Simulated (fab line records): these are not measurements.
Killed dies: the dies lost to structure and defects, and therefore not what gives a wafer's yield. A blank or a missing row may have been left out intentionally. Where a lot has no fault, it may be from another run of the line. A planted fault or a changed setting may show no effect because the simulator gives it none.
Matching of chambers || flow gf180mcu || GF_V4_CVD_02 on pecvd-04 has 3 sister chambers
The step deposits SiO2 from TEOS, target thk 850 nm, time 94.851 s. 6 wafers are shown with their chamber, then 8 later ones without.

EACH WAFER AND ITS CHAMBER
{"wafer": "L084.4", "chamber": 1, "heater-power-w (W)": 602, "rf-fwd-power-W (W)": 598.7}
{"wafer": "L085.6", "chamber": 2, "heater-power-w (W)": 619, "rf-fwd-power-W (W)": 598.5}
{"wafer": "L087.2", "chamber": 0, "heater-power-w (W)": 540, "rf-fwd-power-W (W)": 596.9}
{"wafer": "L087.5", "chamber": 1, "heater-power-w (W)": 623, "rf-fwd-power-W (W)": 598.5}
{"wafer": "L087.6", "chamber": 2, "heater-power-w (W)": 629, "rf-fwd-power-W (W)": 594.5}
{"wafer": "L092.2", "chamber": 0, "heater-power-w (W)": 641, "rf-fwd-power-W (W)": 597.6}

WAFERS WITHOUT THEIR CHAMBER
{"wafer": "L092.3", "heater-power-w (W)": 743, "rf-fwd-power-W (W)": 594.7}
{"wafer": "L092.6", "heater-power-w (W)": 668, "rf-fwd-power-W (W)": 599.5}
{"wafer": "L096.2", "heater-power-w (W)": 596, "rf-fwd-power-W (W)": 596.5}
{"wafer": "L096.5", "heater-power-w (W)": 503, "rf-fwd-power-W (W)": 593.1}
{"wafer": "L096.6", "heater-power-w (W)": 634, "rf-fwd-power-W (W)": 597.1}
{"wafer": "L097.1", "heater-power-w (W)": 628, "rf-fwd-power-W (W)": 594.2}
{"wafer": "L097.2", "heater-power-w (W)": 642, "rf-fwd-power-W (W)": 596.4}
{"wafer": "L097.3", "heater-power-w (W)": 638, "rf-fwd-power-W (W)": 596.0}

EACH ONE'S CHAMBER
{"wafer": "L092.3", "from the rows above": "can't be placed: 2 or 1 or 0", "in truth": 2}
{"wafer": "L092.6", "from the rows above": "can't be placed: 1 or 2 or 0", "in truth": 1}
{"wafer": "L096.2", "from the rows above": "can't be placed: 0 or 2 or 1", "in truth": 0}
{"wafer": "L096.5", "from the rows above": "can't be placed: 0 or 2 or 1", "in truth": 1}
{"wafer": "L096.6", "from the rows above": "can't be placed: 2 or 0 or 1", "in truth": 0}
{"wafer": "L097.1", "from the rows above": "can't be placed: 2 or 0 or 1", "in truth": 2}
{"wafer": "L097.2", "from the rows above": "can't be placed: 2 or 0 or 1", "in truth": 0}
{"wafer": "L097.3", "from the rows above": "can't be placed: 2 or 0 or 1", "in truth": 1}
Correctly placed: 0 of 8. Cannot be placed on the basis of these rows: 8; the candidates contain the true chamber in 8. Number placed wrongly: 0.
How it was worked out, from the rows above alone: a wafer's distance from a chamber is the root of the sum, over the readings, of the square of ((its reading less the chamber's mean) divided by the reading's scatter). The wafer belongs to the nearest chamber; if the next one is less than 2 further off, it can't be placed. The mean given for a chamber averages the wafers shown for that chamber. How the scatter is found: for the shown wafers, subtract from each reading the mean of its chamber, square and add these, divide the total by (wafers less chambers), then take the root.
